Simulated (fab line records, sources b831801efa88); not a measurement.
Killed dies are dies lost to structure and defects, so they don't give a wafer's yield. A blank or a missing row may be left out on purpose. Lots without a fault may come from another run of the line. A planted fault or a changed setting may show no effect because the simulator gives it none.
Which tool did it? | flow sky130 | 15 lots, 45 wafers sampled, at 3 steps of a route of 708

WHAT THE GAUGES READ, wafer by wafer
SKY_SONOS_TUNNEL_CD_MEAS_07: target cd 410 nm.
lot  | measured     | on        | cd_nm (nm)
L190 | day 11 13:43 | cd_sem-02 | 406.0 407.8 407.1
L194 | day 13 01:08 | cd_sem-02 | 410.7 410.9 411.1
L195 | day 13 09:16 | cd_sem-01 | 411.8 414.0 413.2
L196 | day 13 16:53 | cd_sem-02 | 411.9 411.6 409.8
L197 | day 14 02:22 | cd_sem-01 | 409.7 407.1 407.4
L199 | day 14 13:17 | cd_sem-02 | - - -
L200 | day 15 00:35 | cd_sem-02 | - - -
L201 | day 15 20:44 | cd_sem-02 | - - -
L202 | day 16 00:41 | cd_sem-02 | 409.7 408.8 408.5
L205 | day 16 17:34 | cd_sem-02 | 408.8 410.9 408.5
L206 | day 16 21:19 | cd_sem-02 | 407.3 406.7 407.5
L207 | day 17 11:32 | cd_sem-02 | 409.2 409.2 407.7
L209 | day 18 02:50 | cd_sem-02 | 411.8 409.2 410.4
L210 | day 18 08:43 | cd_sem-01 | 413.7 413.1 411.0
L212 | day 19 00:04 | cd_sem-02 | 408.0 408.4 408.8

WHICH TOOL RAN EACH LOT (tool, then ch and the chambers of the sampled wafers, then the start)
lot  | SKY_VT_ADJUST_LVTN_STRIP_20          | SKY_SONOS_TUNNEL_EXPOSE_04
L190 | plasma_asher-04 ch 0,1, day 7 23:22  | iline_stepper-02 ch 0, day 11 02:06
L194 | plasma_asher-01 ch 1, day 9 05:07    | iline_stepper-01 ch 0, day 12 12:53
L195 | plasma_asher-01 ch 0,1, day 9 10:00  | iline_stepper-02 ch 0, day 12 20:50
L196 | plasma_asher-02 ch 1, day 9 16:52    | iline_stepper-01 ch 0, day 13 04:31
L197 | plasma_asher-04 ch 0,1, day 10 01:10 | iline_stepper-02 ch 0, day 13 13:38
L199 | plasma_asher-01 ch 0,1, day 10 09:07 | iline_stepper-01, day 13 23:41
L200 | plasma_asher-01 ch 0,1, day 10 19:34 | iline_stepper-01, day 14 11:44
L201 | plasma_asher-02 ch 0,1, day 11 09:50 | iline_stepper-02, day 15 06:11
L202 | plasma_asher-04 ch 0,1, day 11 15:43 | iline_stepper-02 ch 0, day 15 10:35
L205 | plasma_asher-01 ch 0,1, day 12 07:10 | iline_stepper-02 ch 0, day 16 04:13
L206 | plasma_asher-02 ch 0,1, day 12 10:07 | iline_stepper-01 ch 0, day 16 07:11
L207 | plasma_asher-04 ch 0,1, day 12 21:51 | iline_stepper-01 ch 0, day 16 21:02
L209 | plasma_asher-04 ch 0,1, day 13 10:05 | iline_stepper-02 ch 0, day 17 11:46
L210 | plasma_asher-04 ch 0,1, day 13 14:46 | iline_stepper-01 ch 0, day 17 17:45
L212 | plasma_asher-04 ch 0,1, day 14 04:09 | iline_stepper-02 ch 0, day 18 09:24
- SKY_VT_ADJUST_LVTN_STRIP_20: strips in O2/N2.
- SKY_SONOS_TUNNEL_EXPOSE_04: exposes mask TUNM, target cd 410 nm.

WHAT THE TOOLS THEMSELVES READ (means of the sampled wafers that have a number; where no wafer has one, the mark that the record gives instead)
SKY_VT_ADJUST_LVTN_STRIP_20.
lot  | tool            | drypump_motor_current_A (A) | n2_flow_sccm (sccm) | oes_product_au (a.u.) | strip_time_to_endpoint_s (s)
L190 | plasma_asher-04 | 5.77                        | 301.2               | 0.717                 | 14.20
L194 | plasma_asher-01 | 5.61                        | 300.2               | 0.716                 | 14.15
L195 | plasma_asher-01 | 5.79                        | 301.2               | 0.715                 | 14.14
L196 | plasma_asher-02 | 5.52                        | 301.3               | 0.714                 | 14.23
L197 | plasma_asher-04 | 5.77                        | 299.7               | 0.718                 | 14.23
L199 | plasma_asher-01 | 5.76                        | 300.0               | 0.719                 | 14.18
L200 | plasma_asher-01 | 5.92                        | 300.0               | 0.709                 | 14.16
L201 | plasma_asher-02 | 5.62                        | 300.2               | 0.719                 | 14.12
L202 | plasma_asher-04 | 5.78                        | 299.1               | 0.716                 | 14.13
L205 | plasma_asher-01 | 5.77                        | 300.5               | 0.722                 | 14.17
L206 | plasma_asher-02 | 5.56                        | 300.2               | 0.715                 | 14.20
L207 | plasma_asher-04 | 5.78                        | 300.0               | 0.714                 | 14.16
L209 | plasma_asher-04 | 5.77                        | 300.1               | 0.715                 | 14.15
L210 | plasma_asher-04 | 5.79                        | 298.6               | 0.714                 | 14.19
L212 | plasma_asher-04 | 5.77                        | 301.0               | 0.718                 | 14.20

SKY_SONOS_TUNNEL_EXPOSE_04.
lot  | tool             | exposure_dose_mJ_cm2 | focus_offset_nm (nm) | reticle_temp_C (C)
L190 | iline_stepper-02 | 136.81               | 0.2                  | 22.96
L194 | iline_stepper-01 | 136.67               | -0.6                 | 22.92
L195 | iline_stepper-02 | 136.64               | -0.1                 | 22.99
L196 | iline_stepper-01 | 136.60               | -0.2                 | 22.97
L197 | iline_stepper-02 | 136.65               | -0.4                 | 22.93
L199 | iline_stepper-01 | -                    | -                    | -
L200 | iline_stepper-01 | -                    | -                    | -
L201 | iline_stepper-02 | -                    | -                    | -
L202 | iline_stepper-02 | 136.75               | -0.3                 | 23.13
L205 | iline_stepper-02 | 136.60               | -0.2                 | 22.94
L206 | iline_stepper-01 | 136.78               | 0.3                  | 22.92
L207 | iline_stepper-01 | 136.67               | -0.3                 | 22.95
L209 | iline_stepper-02 | 136.75               | 0.4                  | 22.95
L210 | iline_stepper-01 | 136.58               | -0.2                 | 22.92
L212 | iline_stepper-02 | 136.61               | -0.4                 | 22.96

THE ANSWER, worked out from the rows above alone
Rule: what is usual is taken from the lots themselves. Put in order of their means at a reading, lots are off if they are a third of the lots or fewer, leave a main group of 4 or more, and stand apart from it by a gap of 3 or more times the standard deviation of the main group's means; of several such gaps the widest counts. A main group whose means are all the same, to the digits that the tables above print for the reading, isn't used. A lot without any number at a reading at which 4 lots or more have one is off too. The other lots that the step has rows for count as sound. The gauges are gone through in route order, then the tools' own readings, and for those a lot's mean is taken as printed above. The first step at which some lot is off is used, and at that step the reading that is off furthest; a lot without a number counts as furthest.
Off: L199, L200, L201, at SKY_SONOS_TUNNEL_CD_MEAS_07 (cd_nm). Without a number there: L199, L200, L201. The main group: mean 409.6 nm, standard deviation 1.9.
A tool fits if, at a process step before that reading, it ran every lot that is off, and no sound lot after the first of them. The gauges at SKY_SONOS_TUNNEL_CD_MEAS_07 aren't tried: what is off there is off at SKY_SONOS_TUNNEL_EXPOSE_04 too, on other tools, and a gauge's error can't cause that. None of those tried fits.

WHAT THE SIMULATOR HAD PUT IN
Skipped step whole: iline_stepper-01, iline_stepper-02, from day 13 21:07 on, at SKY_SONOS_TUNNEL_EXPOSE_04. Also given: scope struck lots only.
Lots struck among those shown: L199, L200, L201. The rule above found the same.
